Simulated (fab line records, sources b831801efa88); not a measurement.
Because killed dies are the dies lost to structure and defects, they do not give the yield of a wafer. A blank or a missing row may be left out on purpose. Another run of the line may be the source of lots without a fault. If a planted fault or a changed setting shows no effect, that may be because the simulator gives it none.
Which tool is to blame? :: flow sky130 :: 6 lots, 18 wafers sampled, at 2 steps of a route of 708

## WHAT EACH GAUGE READ, for each wafer
SKY_VT_ADJUST_HVTR_CD_MEAS_07 targets a cd of 380 nm.
lot: L332
measured: day 9 16:48
on: cd_sem-02
cd_nm (nm): 382.9 383.8 383.3

lot: L334
measured: day 10 10:47
on: cd_sem-02
cd_nm (nm): 376.8 378.0 376.5

lot: L337
measured: day 11 04:19
on: cd_sem-01
cd_nm (nm): 376.2 382.1 378.8

lot: L339
measured: day 11 22:04
on: cd_sem-01
cd_nm (nm): 381.5 380.6 381.8

lot: L351
measured: day 15 12:45
on: cd_sem-01
cd_nm (nm): 379.0 377.0 377.7

lot: L354
measured: day 16 09:41
on: cd_sem-02
cd_nm (nm): 381.5 380.5 381.7

## TOOL THAT RAN EACH LOT (tool first, then ch and the chambers of the sampled wafers, then the start)
lot: L332
SKY_VT_ADJUST_LVTN_STRIP_20: plasma_asher-02 ch 0,1, day 7 23:02

lot: L334
SKY_VT_ADJUST_LVTN_STRIP_20: plasma_asher-02 ch 0,1, day 8 15:16

lot: L337
SKY_VT_ADJUST_LVTN_STRIP_20: plasma_asher-04 ch 0,1, day 9 07:51

lot: L339
SKY_VT_ADJUST_LVTN_STRIP_20: plasma_asher-04 ch 0,1, day 10 01:28

lot: L351
SKY_VT_ADJUST_LVTN_STRIP_20: plasma_asher-02 ch 0,1, day 13 08:16

lot: L354
SKY_VT_ADJUST_LVTN_STRIP_20: plasma_asher-02 ch 0,1, day 14 03:31
- SKY_VT_ADJUST_LVTN_STRIP_20: strips in O2/N2.

## THE ANSWER, worked out from the rows above alone
Rule: the lots themselves supply what counts as usual. Put in order of their means at a reading, lots are off if they are a third of the lots or fewer, leave a main group of 4 or more, and stand apart from it by a gap of 3 or more times the standard deviation of the main group's means; of several such gaps the widest counts. Not used: any main group whose means are identical at the precision the tables above print for the reading. A lot without any number at a reading at which 4 lots or more have one is off too. All remaining lots with rows at the step are treated as sound.
Across all readings shown, no lot is off: no conclusion can be drawn from this.

## WHAT THE SIMULATOR HAD INSERTED
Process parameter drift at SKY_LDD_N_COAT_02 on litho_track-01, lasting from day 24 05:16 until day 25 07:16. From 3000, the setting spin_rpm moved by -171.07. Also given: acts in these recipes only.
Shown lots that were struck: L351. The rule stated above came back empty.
